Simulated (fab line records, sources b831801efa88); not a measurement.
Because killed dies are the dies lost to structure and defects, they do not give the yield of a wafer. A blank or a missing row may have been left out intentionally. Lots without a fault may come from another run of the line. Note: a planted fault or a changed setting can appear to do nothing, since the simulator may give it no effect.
Which tool was responsible? / flow gf180mcu / 12 lots, 33 wafers sampled, at 4 steps of a route of 602

WHAT THE GAUGES READ, wafer by wafer
GF_STI_THK_MEAS_02.
lot=L300; measured=day 1 12:22; on=filmMetro-03; STI_OXIDATION_THK (nm)=10.02 10.03 9.93
lot=L301; measured=day 1 16:37; on=filmMetro-02; STI_OXIDATION_THK (nm)=10.21 9.98 10.26
lot=L302; measured=day 1 21:31; on=filmMetro-02; STI_OXIDATION_THK (nm)=10.00 10.03 10.32
lot=L303; measured=day 2 02:31; on=filmMetro-03; STI_OXIDATION_THK (nm)=10.12 9.98 10.26
lot=L304; measured=day 2 08:03; on=filmMetro-03; STI_OXIDATION_THK (nm)=9.64 9.74 9.65
lot=L305; measured=day 2 13:44; on=filmMetro-04; STI_OXIDATION_THK (nm)=10.15 10.10 10.09
lot=L306; measured=day 2 17:31; on=filmMetro-04; STI_OXIDATION_THK (nm)=10.12 10.12 10.19
lot=L307; measured=day 2 23:08; on=filmMetro-02; STI_OXIDATION_THK (nm)=10.06 9.86 10.04
lot=L310; measured=day 3 13:32; on=filmMetro-03; STI_OXIDATION_THK (nm)=9.83
lot=L311; measured=day 3 18:43; on=filmMetro-04; STI_OXIDATION_THK (nm)=10.11 10.02 9.98
lot=L313; measured=day 4 04:31; on=filmMetro-03; STI_OXIDATION_THK (nm)=10.13 10.08
lot=L321; measured=day 5 20:31; on=filmMetro-02; STI_OXIDATION_THK (nm)=9.93 10.07 10.05

GF_STI_THK_MEAS_22.
lot=L300; measured=day 2 03:38; on=filmMetro-02; STI_OXIDATION_01_THK (nm)=14.93 15.13 15.09
lot=L301; measured=day 2 09:02; on=filmMetro-04; STI_OXIDATION_01_THK (nm)=15.10 14.91 15.38
lot=L302; measured=day 2 13:27; on=filmMetro-04; STI_OXIDATION_01_THK (nm)=15.01 15.03 15.04
lot=L303; measured=day 2 18:39; on=filmMetro-02; STI_OXIDATION_01_THK (nm)=14.69 14.88 14.63
lot=L304; measured=day 3 00:06; on=filmMetro-02; STI_OXIDATION_01_THK (nm)=14.69 14.64 14.53
lot=L305; measured=day 3 05:54; on=filmMetro-02; STI_OXIDATION_01_THK (nm)=15.27 15.43 15.12
lot=L306; measured=day 3 10:50; on=filmMetro-03; STI_OXIDATION_01_THK (nm)=14.88 14.44 14.95
lot=L307; measured=day 3 15:25; on=filmMetro-03; STI_OXIDATION_01_THK (nm)=14.86 14.98 15.07
lot=L310; measured=day 4 06:32; on=filmMetro-04; STI_OXIDATION_01_THK (nm)=15.08
lot=L311; measured=day 4 12:09; on=filmMetro-04; STI_OXIDATION_01_THK (nm)=14.82 14.91 15.15
lot=L313; measured=day 4 22:08; on=filmMetro-03; STI_OXIDATION_01_THK (nm)=15.00 15.38
lot=L321; measured=day 6 14:37; on=filmMetro-04; STI_OXIDATION_01_THK (nm)=14.93 14.79 14.91

GF_STI_THK_MEAS_24.
lot=L300; measured=day 2 03:47; on=filmMetro-04; STI_CVD_23_THK (nm)=652 656 649
lot=L301; measured=day 2 09:10; on=filmMetro-03; STI_CVD_23_THK (nm)=652 657 650
lot=L302; measured=day 2 13:35; on=filmMetro-03; STI_CVD_23_THK (nm)=653 647 656
lot=L303; measured=day 2 18:47; on=filmMetro-03; STI_CVD_23_THK (nm)=647 637 633
lot=L304; measured=day 3 00:14; on=filmMetro-03; STI_CVD_23_THK (nm)=657 642 659
lot=L305; measured=day 3 06:02; on=filmMetro-04; STI_CVD_23_THK (nm)=651 651 645
lot=L306; measured=day 3 10:58; on=filmMetro-04; STI_CVD_23_THK (nm)=653 645 642
lot=L307; measured=day 3 15:33; on=filmMetro-02; STI_CVD_23_THK (nm)=644 645 646
lot=L310; measured=day 4 06:43; on=filmMetro-03; STI_CVD_23_THK (nm)=847 847
lot=L311; measured=day 4 12:20; on=filmMetro-04; STI_CVD_23_THK (nm)=650 848 651 650 849 651
lot=L313; measured=day 4 22:16; on=filmMetro-04; STI_CVD_23_THK (nm)=657 846 656 847
lot=L321; measured=day 6 14:46; on=filmMetro-02; STI_CVD_23_THK (nm)=651 645 660

WHICH TOOL RAN EACH LOT (tool, then ch and the chambers of the sampled wafers, then the start)
lot=L300; GF_STI_CVD_23=hdpcvd-02 ch 1,2, day 2 03:42
lot=L301; GF_STI_CVD_23=hdpcvd-02 ch 0,1,2, day 2 09:05
lot=L302; GF_STI_CVD_23=hdpcvd-01 ch 0,1, day 2 13:31
lot=L303; GF_STI_CVD_23=hdpcvd-02 ch 0,2, day 2 18:42
lot=L304; GF_STI_CVD_23=hdpcvd-02 ch 1,2, day 3 00:10
lot=L305; GF_STI_CVD_23=hdpcvd-02 ch 0,1,2, day 3 05:56
lot=L306; GF_STI_CVD_23=hdpcvd-01 ch 0,2, day 3 10:53
lot=L307; GF_STI_CVD_23=hdpcvd-02 ch 0,2, day 3 15:28
lot=L310; GF_STI_CVD_23=hdpcvd-02 ch 2, day 4 06:37
lot=L311; GF_STI_CVD_23=hdpcvd-02 ch 2, day 4 12:13
lot=L313; GF_STI_CVD_23=hdpcvd-02 ch 0,1, day 4 22:11
lot=L321; GF_STI_CVD_23=hdpcvd-01 ch 1,2, day 6 14:41
- GF_STI_CVD_23: deposits SiO2, target thk 650 nm, time 108.3 s.

WHAT THE TOOLS THEMSELVES READ (means of the sampled wafers that have a number; where no wafer has one, the mark that the record gives instead)
GF_STI_CVD_23.
lot=L300; tool=hdpcvd-02; pressureMtorr (mTorr)=6.002
lot=L301; tool=hdpcvd-02; pressureMtorr (mTorr)=5.999
lot=L302; tool=hdpcvd-01; pressureMtorr (mTorr)=5.999
lot=L303; tool=hdpcvd-02; pressureMtorr (mTorr)=6.019
lot=L304; tool=hdpcvd-02; pressureMtorr (mTorr)=6.009
lot=L305; tool=hdpcvd-02; pressureMtorr (mTorr)=5.999
lot=L306; tool=hdpcvd-01; pressureMtorr (mTorr)=5.994
lot=L307; tool=hdpcvd-02; pressureMtorr (mTorr)=5.992
lot=L310; tool=hdpcvd-02; pressureMtorr (mTorr)=6.000
lot=L311; tool=hdpcvd-02; pressureMtorr (mTorr)=5.999
lot=L313; tool=hdpcvd-02; pressureMtorr (mTorr)=5.989
lot=L321; tool=hdpcvd-01; pressureMtorr (mTorr)=5.991

THE ANSWER, worked out from the rows above alone
Rule: the lots themselves supply what counts as usual. Put in order of their means at a reading, lots are off if they are a third of the lots or fewer, leave a main group of 4 or more, and stand apart from it by a gap of 3 or more times the standard deviation of the main group's means; of several such gaps the widest counts. Not used: any main group whose means are identical at the precision the tables above print for the reading. Also off: a lot with no number at a reading for which 4 or more lots have one. Any other lot the step has rows for is counted as sound. The gauges are gone through in route order, then the tools' own readings, and for those a lot's mean is taken as printed above. The first step at which some lot is off is used, and at that step the reading that is off furthest; a lot without a number counts as furthest.
Off: L310, L311, L313, seen at GF_STI_THK_MEAS_24 (STI_CVD_23_THK). Mean 649 nm and standard deviation 4.5 in the main group.
A tool fits if, at a process step before that reading, it ran every lot that is off, and no sound lot after the first of them. The gauges at GF_STI_THK_MEAS_24 are tried like those tools. One candidate fits, namely hdpcvd-02 at GF_STI_CVD_23. Its last sound lot is L307 (day 3 15:28), its first lot that is off L310 (day 4 06:37): a fault that began between those two fits.

WHAT THE SIMULATOR HAD PUT IN
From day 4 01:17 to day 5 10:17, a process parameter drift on hdpcvd-02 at GF_STI_CVD_23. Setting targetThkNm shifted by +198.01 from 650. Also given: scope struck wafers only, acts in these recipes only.
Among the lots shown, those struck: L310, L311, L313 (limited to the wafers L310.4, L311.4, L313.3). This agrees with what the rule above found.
